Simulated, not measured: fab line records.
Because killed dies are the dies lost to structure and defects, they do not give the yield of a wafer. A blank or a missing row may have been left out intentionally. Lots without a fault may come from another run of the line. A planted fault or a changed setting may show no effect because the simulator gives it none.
Which of the tools did it? / flow gf180mcu / 12 lots with 36 wafers sampled at 2 steps, on a route of 602 steps

WHAT THE GAUGES READ, wafer by wafer
GF_V2_BOW_MEAS_05.
lot=L075; measured=day 19 15:52; on=film-metro-04; V2_BOW (um)=97 106 92
lot=L078; measured=day 21 00:55; on=film-metro-01; V2_BOW (um)=96 92 96
lot=L079; measured=day 21 13:38; on=film-metro-01; V2_BOW (um)=91 98 90
lot=L081; measured=day 22 05:39; on=film-metro-01; V2_BOW (um)=98 98 110
lot=L083; measured=day 22 21:51; on=film-metro-04; V2_BOW (um)=105 97 102
lot=L085; measured=day 23 16:15; on=film-metro-01; V2_BOW (um)=94 92 96
lot=L087; measured=day 24 03:19; on=film-metro-04; V2_BOW (um)=95 101 92
lot=L089; measured=day 24 23:19; on=film-metro-04; V2_BOW (um)=85 97 102
lot=L091; measured=day 25 08:49; on=film-metro-02; V2_BOW (um)=104 92 99
lot=L093; measured=day 26 04:19; on=film-metro-04; V2_BOW (um)=96 84 102
lot=L095; measured=day 26 15:37; on=film-metro-02; V2_BOW (um)=101 104 94
lot=L097; measured=day 27 03:54; on=film-metro-01; V2_BOW (um)=107 97 95

WHICH TOOL RAN EACH LOT (tool, then ch and the chambers of the sampled wafers, then the start)
lot=L075; GF_M2_SPUTTER_01=pvd-sputter-01, day 18 15:29
lot=L078; GF_M2_SPUTTER_01=pvd-sputter-03, day 19 23:01
lot=L079; GF_M2_SPUTTER_01=pvd-sputter-04, day 20 11:34
lot=L081; GF_M2_SPUTTER_01=pvd-sputter-04, day 21 04:17
lot=L083; GF_M2_SPUTTER_01=pvd-sputter-01, day 21 20:53
lot=L085; GF_M2_SPUTTER_01=pvd-sputter-01, day 22 16:18
lot=L087; GF_M2_SPUTTER_01=pvd-sputter-03, day 23 03:28
lot=L089; GF_M2_SPUTTER_01=pvd-sputter-03, day 24 00:05
lot=L091; GF_M2_SPUTTER_01=pvd-sputter-01, day 24 10:22
lot=L093; GF_M2_SPUTTER_01=pvd-sputter-01, day 25 05:29
lot=L095; GF_M2_SPUTTER_01=pvd-sputter-03, day 25 17:08
lot=L097; GF_M2_SPUTTER_01=pvd-sputter-04, day 26 05:41
- GF_M2_SPUTTER_01: material TiN, target thk 30 nm, time 25 s.

THE ANSWER, worked out from the rows above alone
Rule: the lots themselves supply what counts as usual. The widest of any qualifying gaps counts: lots, ordered by their means at a reading, are off when they make up no more than a third of the lots, leave a main group of 4 or more, and stand apart from it by 3 or more times the standard deviation of that group's means. Not used: any main group whose means are identical at the precision the tables above print for the reading. A lot without any number at a reading at which 4 lots or more have one is off too. All remaining lots with rows at the step are treated as sound.
None of the lots is off at any reading shown; this tells nothing.

WHAT HAD BEEN PUT IN BY THE SIMULATOR
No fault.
